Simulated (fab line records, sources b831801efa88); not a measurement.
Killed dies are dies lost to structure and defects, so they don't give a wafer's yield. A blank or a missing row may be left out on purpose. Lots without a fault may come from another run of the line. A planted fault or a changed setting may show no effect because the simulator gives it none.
fab line records | flow gf180mcu | part 2 of 2: steps 32 to 45 of 45
record lots=5 wafers=15 last_day=33
route steps=602 shown MIM@512 M5@526 V5@540
lots that met no fault: from a run of the same line without faults
start_h: hours from the record's first day to the start of the lot's first wafer shown | wait_h: hours since the lot's step before | " the same as in the row above | L1.1+2: a row that stands for several wafers | - no value, or no start given | * or withheld: withheld | < > ~ a bound
route shown NAME@n: a module of which the file shows steps, and the number in the route of the first | usual: mean/standard deviation of fault-free wafers | same: alike in all rows | chamber/n: place in a boat | sites: the reading at each site | _std_site: their standard deviation | _edge_site: outer sites' mean less inner sites' | radius_mm: how far each site lies from the wafer's centre | mask NAME#n: copy n | behind: the tool/chamber that last shaped the wafer | hold: why the lot was held/for how many hours/how that ended | device: the transistor (n, p or np) that didn't switch | end of line: the same wafers' tests at the end of the route | a step without rows: its recipe alone | killed: dies lost to structure and defects at the first sort, not the wafer's yield | map: a wafer's dies, x killed, . not, _ none there
set.NAME: the setting as run; set.NAME@STEP: as run at that earlier step | model.NAME: the simulator's own value behind a step, which no gauge read
lots at some steps of the route; a table a step, a row a wafer
services: from which hour (start_h, from the record's first day; less than 0 if before it) a tool's chamber was out of use, for how many hours, and why
## steps
# step GF_V5_THK_MEAS_03
# recipe reads=SiO2_of_V5_CVD_02
# usual V5_CVD_02_THK=1456/21
# columns lot.wafer tool chamber start_h wait_h V5_CVD_02_THK[nm]
L078.1 film_metro-01 - 643.21 0.1 1428
L078.4 " - " " 1448
L078.6 " - " " 1445
L082.1 film_metro-04 - 675.63 0.1 1445
L082.3 " - " " 1441
L082.4 " - " " 1462
L086.1 film_metro-01 - 698.05 0.1 1451
L086.4 " - " " 1445
L086.5 " - " " 1474
L090.1 film_metro-02 - 724.90 0.1 1454
L090.5 " - " " 1489
L090.6 " - " " 1478
L093.2 film_metro-02 - 744.94 0.1 1440
L093.3 " - " " 1416
L093.4 " - " " 1448
# step GF_V5_CMP_04
# recipe material=SiO2 down_force_psi=4 platen_rpm=60 pad_velocity_m_s=0.94248
# usual motor_current_A=12.2/0.98 slurry_filter_dp_kPa=13.49/0.14
# columns lot.wafer tool chamber start_h wait_h motor_current_A slurry_filter_dp_kPa
L078.1 cmp-02 2 643.32 0.1 9.7 13.36
L078.4 " 0 " " 11.4 13.53
L078.6 " 1 " " 11.6 13.50
L082.1 cmp-01 2 675.69 0.1 13.1 13.44
L082.4 " 0 " " 12.7 13.55
L082.3 " 1 " " 12.7 13.28
L086.1 cmp-02 2 698.11 0.1 10.1 13.37
L086.4 " 1 " " 12.0 13.25
L086.5 " 2 " " 10.1 13.49
L090.1 cmp-01 2 724.96 0.1 12.4 13.58
L090.5 " 2 " " 12.5 13.33
L090.6 " 3 " " 12.3 13.53
L093.3 cmp-01 3 744.99 0.0 12.5 13.55
L093.2 " 0 " " 12.1 13.44
L093.4 " 1 " " 13.4 13.56
# step GF_V5_BOW_MEAS_05
# recipe mode=bow
# usual V5_BOW=131/11
# columns lot.wafer tool chamber start_h wait_h V5_BOW[um]
L078.1 film_metro-04 - 643.57 0.2 128
L078.4 " - " " 127
L078.6 " - " " 107
L082.1 film_metro-02 - 675.99 0.2 121
L082.3 " - " " 139
L082.4 " - " " 128
L086.1 film_metro-02 - 698.41 0.2 106
L086.4 " - " " 106
L086.5 " - " " 113
L090.1 film_metro-01 - 725.26 0.2 138
L090.5 " - " " 121
L090.6 " - " " 139
L093.2 film_metro-01 - 745.31 0.2 121
L093.3 " - " " 138
L093.4 " - " " 133
# step GF_V5_DEHYDRATE_06
# recipe temp_c=200 time_s=60
# columns lot.wafer tool chamber start_h wait_h
L078.1+4+6 litho_track-03 0 652.87 9.3
L082.1+3+4 litho_track-04 0 685.06 9.1
L086.1+4+5 litho_track-03 0 706.92 8.5
L090.1+5+6 litho_track-02 0 733.31 8.0
L093.2+3+4 litho_track-04 0 753.19 7.9
# step GF_V5_HMDS_07
# recipe prime_time_s=60 prime_temp_c=120
# columns lot.wafer tool chamber start_h wait_h
L078.1+4+6 litho_track-03 0 653.02 0.1
L082.1+3+4 litho_track-04 0 685.21 0.1
L086.1+4+5 litho_track-03 0 707.07 0.1
L090.1+5+6 litho_track-02 0 733.46 0.1
L093.2+3+4 litho_track-04 0 753.34 0.1
# step GF_V5_COAT_08
# recipe resist=BARC temp_c=withheld time_s=withheld spin_rpm=withheld resist_thk_nm=withheld
# columns lot.wafer tool chamber start_h wait_h
L078.1+4+6 litho_track-03 0 653.17 0.1
L082.1+3+4 litho_track-04 0 685.36 0.1
L086.1+4+5 litho_track-03 0 707.22 0.1
L090.1+5+6 litho_track-02 0 733.61 0.1
L093.2+3+4 litho_track-04 0 753.49 0.1
# step GF_V5_COAT_09
# recipe resist=KrF spin_rpm=withheld resist_thk_nm=1000
# columns lot.wafer tool chamber start_h wait_h
L078.1+4+6 litho_track-03 0 - -
L082.1+3+4 litho_track-04 0 - -
L086.1+4+5 litho_track-03 0 - -
L090.1+5+6 litho_track-02 0 - -
L093.2+3+4 litho_track-04 0 - -
# step GF_V5_SOFTBAKE_10
# recipe temp_c=130 time_s=60 resist=KrF
# columns lot.wafer tool chamber start_h wait_h
L078.1+4+6 litho_track-03 0 - -
L082.1+3+4 litho_track-04 0 - -
L086.1+4+5 litho_track-03 0 - -
L090.1+5+6 litho_track-02 0 - -
L093.2+3+4 litho_track-04 0 - -
# step GF_V5_EXPOSE_11
# recipe mask_id=Via5 target_cd_nm=260 na=0.68 source_shape=conventional sigma_outer=0.6 dose_mj=38
# same na=0.68
# columns lot.wafer tool chamber start_h wait_h mask
L078.1+4+6 krf_scanner-02 0 - - Via5#0
L082.1+3+4 krf_scanner-02 0 - - Via5#0
L086.1+4+5 krf_scanner-02 0 - - Via5#0
L090.1+5+6 krf_scanner-02 0 - - Via5#0
L093.2+3+4 krf_scanner-02 0 - - Via5#0
# step GF_V5_PEB_12
# recipe peb_temp_c=135 peb_time_s=90 resist=KrF
# columns lot.wafer tool chamber start_h wait_h
L078.1+4+6 litho_track-02 0 - -
L082.1+3+4 litho_track-03 0 - -
L086.1+4+5 litho_track-03 0 - -
L090.1+5+6 litho_track-04 0 - -
L093.2+3+4 litho_track-02 0 - -
# step GF_V5_DEVELOP_13
# recipe develop_time_s=60 resist=KrF dev_temp_c=21
# columns lot.wafer tool chamber start_h wait_h
L078.1+4+6 litho_track-02 0 663.36 0.2
L082.1+3+4 litho_track-03 0 694.82 0.2
L086.1+4+5 litho_track-03 0 716.12 0.2
L090.1+5+6 litho_track-04 0 742.56 0.2
L093.2+3+4 litho_track-02 0 761.83 0.2
# step GF_V5_CD_MEAS_14
# recipe target_cd_nm=260
# usual cd_nm=259.7/0.99
# columns lot.wafer tool chamber start_h wait_h cd_nm
L078.1 cd_sem-02 - 663.51 0.1 260.0
L078.4 " - " " 259.4
L078.6 " - " " 260.5
L082.1 cd_sem-02 - 694.97 0.1 259.3
L082.3 " - " " 260.7
L082.4 " - " " 260.3
L086.1 cd_sem-01 - 716.27 0.1 258.1
L086.4 " - " " 259.2
L086.5 " - " " 258.2
L090.1 cd_sem-02 - 742.71 0.1 262.9
L090.5 " - " " 262.0
L090.6 " - " " 261.4
L093.2 cd_sem-02 - 761.98 0.1 258.1
L093.3 " - " " 259.8
L093.4 " - " " 258.7
# step GF_V5_OVL_MEAS_15
# usual V5_OVL=0/4.6
# columns lot.wafer tool chamber start_h wait_h V5_OVL[nm]
L078.1 overlay-02 - 663.63 0.1 -5
L078.4 " - " " 2
L078.6 " - " " -4
L082.1 overlay-01 - 695.09 0.1 -1
L082.3 " - " " 9
L082.4 " - " " 3
L086.1 overlay-02 - 716.39 0.1 9
L086.4 " - " " -2
L086.5 " - " " 5
L090.1 overlay-01 - 742.83 0.1 -4
L090.5 " - " " -4
L090.6 " - " " 0
L093.2 overlay-02 - 762.09 0.1 5
L093.3 " - " " 9
L093.4 " - " " 13
# step GF_V5_ETCH_16
# recipe chemistry=N2/H2 target_depth_a=withheld overetch_a=withheld time_s=withheld target=BARC ion_energy_ev=200 source_w=500 bias_w=100 pressure_mtorr=30.68 n2_flow_sccm=100 h2_flow_sccm=200
# usual drypump_motor_current_A=5.6/0.63 oes_product_au=0.855/0.0048 throttle_valve_pct=13.054/0.0085
# columns lot.wafer tool chamber start_h wait_h drypump_motor_current_A oes_product_au throttle_valve_pct
L078.1 rie_diel-04 2 663.67 0.0 5.9 0.854 13.054
L078.4 " 1 " " 6.1 0.851 13.051
L078.6 " 3 " " 6.7 0.862 13.051
L082.1 rie_diel-01 1 695.13 0.0 5.0 0.853 13.050
L082.3 " 2 " " 5.9 0.849 13.038
L082.4 " 2 " " 5.9 0.855 13.040
L086.1 rie_diel-03 0 716.43 0.0 5.2 0.863 13.057
L086.4 " 2 " " 6.6 0.851 13.050
L086.5 " 1 " " 5.1 0.854 13.067
L090.1 rie_diel-03 3 742.87 0.0 6.5 0.862 13.065
L090.5 " 0 " " 5.2 0.853 13.054
L090.6 " 3 " " 6.5 0.854 13.056
L093.2 rie_diel-04 1 762.12 0.0 6.1 0.859 13.049
L093.3 " 2 " " 5.9 0.868 13.058
L093.4 " 3 " " 6.7 0.851 13.029
## services
# columns tool chamber start_h hours kind
plasma_asher-01 - 587.68 0.8 repair
krf_scanner-02 - 593.24 0.6 repair
cmp-01 - 596.21 4.3 pm
krf_scanner-02 - 610.30 1.3 pm
wet_bench-02 - 618.59 1.9 pm
krf_scanner-02 - 619.23 1.3 repair
rie_diel-01 - 621.12 2.8 pm
rie_diel-03 3 622.06 2.5 repair
cmp-01 - 625.59 2.6 repair
pecvd-02 2 631.73 2.9 repair
krf_scanner-02 - 636.99 2.2 repair
krf_scanner-02 - 662.69 0.8 pm
krf_scanner-02 - 674.11 1.0 pm
rie_metal-01 - 674.48 0.1 repair
hdpcvd-01 - 688.66 3.1 repair
rie_diel-01 3 693.55 12.8 repair
rie_metal-01 - 715.00 0.1 repair
cmp-01 - 716.75 6.1 pm
krf_scanner-02 - 722.09 0.2 repair
krf_scanner-02 - 724.62 0.8 pm
hdpcvd-01 - 733.95 1.2 repair
iline_stepper-02 - 741.24 1.7 pm
rie_metal-04 0 743.06 3.2 repair
plasma_asher-02 - 758.47 0.4 repair
